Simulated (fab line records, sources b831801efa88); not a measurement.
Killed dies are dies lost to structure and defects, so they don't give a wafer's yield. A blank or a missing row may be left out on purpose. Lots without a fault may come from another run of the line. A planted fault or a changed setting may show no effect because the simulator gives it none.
A struck lot beside a sound one | flow sky130 | 16 steps out of a route of 708
Sound: wafers L708.1, L708.5, L708.6. Struck: wafers L724.2, L724.3, L724.6. The cause comes at the end.
At each step with rows: each side's tool, then ch and its chambers, then its first start. Under that, the readings that differ: sound wafers | struck wafers | difference of the means | sigmas: that difference in standard deviations of wafers without a fault.
alike: readings whose means differ by less than 2 such deviations, and words and numbers that are the same on both sides. not compared: withheld readings, readings that some wafer has no value for, bounds like >300 that may hide the same value, and numbers for which the record gives no deviation and whose values overlap.
The two part at a step that has a row with sigmas, a row that says differs or no value, or rows on one side only. Numbers that don't overlap but have no deviation are shown without sigmas and don't part them. A reading that every wafer of one side lacks parts them only if that side has two wafers or more.

SKY_CAP2M_THK_MEAS_01:
  sound on film_metro-04, day 40 00:38; struck on film_metro-01, day 44 19:01
  alike: CAP2M_CVD_00_THK
SKY_CAP2M_SPUTTER_02: material TiN, target thk 200 nm, time 166.7 s.
  sound on pvd_sputter-01, day 40 00:42; struck on pvd_sputter-01, day 44 19:04
  alike: throttle_valve_pct
SKY_CAP2M_RS_MEAS_03: measures by four-point-probe.
  sound on film_metro-04, day 40 00:49; struck on film_metro-03, day 44 19:12
  alike: CAP2M_TIN_RS
SKY_CAP2M_THK_MEAS_04: measures by xrf.
  sound on film_metro-04, day 40 00:56; struck on film_metro-03, day 44 19:19
  alike: CAP2M_TIN_THK
then, 7 steps without rows for these wafers: SKY_CAP2M_DEHYDRATE_05 (time 60 s); SKY_CAP2M_HMDS_06 (prime time 60 s); SKY_CAP2M_COAT_07 (resist thk 1140 nm); SKY_CAP2M_SOFTBAKE_08 (time 60 s); SKY_CAP2M_EXPOSE_09 (exposes mask CAP2M, target cd 1000 nm); SKY_CAP2M_PEB_10; SKY_CAP2M_DEVELOP_11 (develop time 60 s).
SKY_CAP2M_OVL_MEAS_12:
  sound on overlay-01, day 41 00:47; struck on overlay-02, day 45 15:52
  alike: CAP2M_OVL
SKY_CAP2M_METAL_ETCH_13: etches TiN in Cl2/BCl3, stops on SiO2, target depth 220 nm, time 62.9 s.
  sound on rie_metal-04 ch 0,1, day 41 00:49; struck on rie_metal-04 ch 0,1, day 45 15:54
  reading                                    | sound                | struck               | difference | sigmas
  oes_product_au (a.u.)                      | 0.947 0.948 0.934    | 0.916 0.918 0.912    | -0.028     | -4
  rf_fwd_power_W (W)                         | 896 892 884          | 742 745 745          | -147       | -44
  throttle_valve_pct (%)                     | 21.902 21.899 21.887 | 21.916 21.920 21.917 | +0.022     | +2
  model.NOVOLAK_of_CAP2M_COAT_07.thk_nm (nm) | 992.7 993.1 992.7    | 1012 1009 1013       | +18        |
  model.etch.depth_nm (nm)                   | 201.4 202.9 199.6    | 190.7 191.3 189.1    | -10.9      |
  model.CAP2M.feature_depth_nm (nm)          | 201.4 202.9 199.6    | 190.7 191.3 189.1    | -10.9      |
  alike: drypump_motor_current_A
  not compared: rf_hours_counter_h
SKY_CAP2M_STRIP_14: strips in O2/N2.
  sound on plasma_asher-02 ch 0,1, day 41 00:54; struck on plasma_asher-02 ch 0, day 45 15:58
  reading                      | sound             | struck            | difference | sigmas
  strip_time_to_endpoint_s (s) | 12.64 12.68 12.65 | 12.79 12.83 12.83 | +0.16      | +4
  alike: drypump_motor_current_A, oes_product_au
  not compared: rf_hours_counter_h
then, 1 step without rows for these wafers: SKY_CAP2M_STRIP_15 (strips in post etch residue remover, time 1200 s).
-- the record jumps here: 4 days lie between the struck wafers' starts before and after (it left off in module CAP2M and takes up again in module PAD_OPEN, whose first step shown is number 708 of the route) --
SKY_PAD_OPEN_PROBE_99:
  sound on prober-01, day 45 23:41; struck on prober-02, day 50 01:01
  reading                  | sound          | struck      | difference | sigmas
  defect_limited_yield (%) | 81.9 81.1 82.1 | 1.8 1.8 0   | -80.5      | -42
  killed_at_other          | 0 0 0          | 390 391 412 | +398       | +99 or more
  killed_dies              | 89 93 88       | 483 483 492 | +396       | +43
  killed_on_rim            | 14 17 24       | 87 89 96    | +72        | +21
  alike: killed_at_M0_to_M3, killed_at_M4_up, killed_at_contacts, killed_at_front_end, killed_open, killed_short

WHERE THEY PART
First at SKY_CAP2M_METAL_ETCH_13; last, within this record, at SKY_PAD_OPEN_PROBE_99.

WHY: what the simulator had put in
Process parameter drift: rie_metal-04, from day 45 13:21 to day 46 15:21, at SKY_CAP2M_METAL_ETCH_13. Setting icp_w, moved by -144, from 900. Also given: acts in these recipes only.
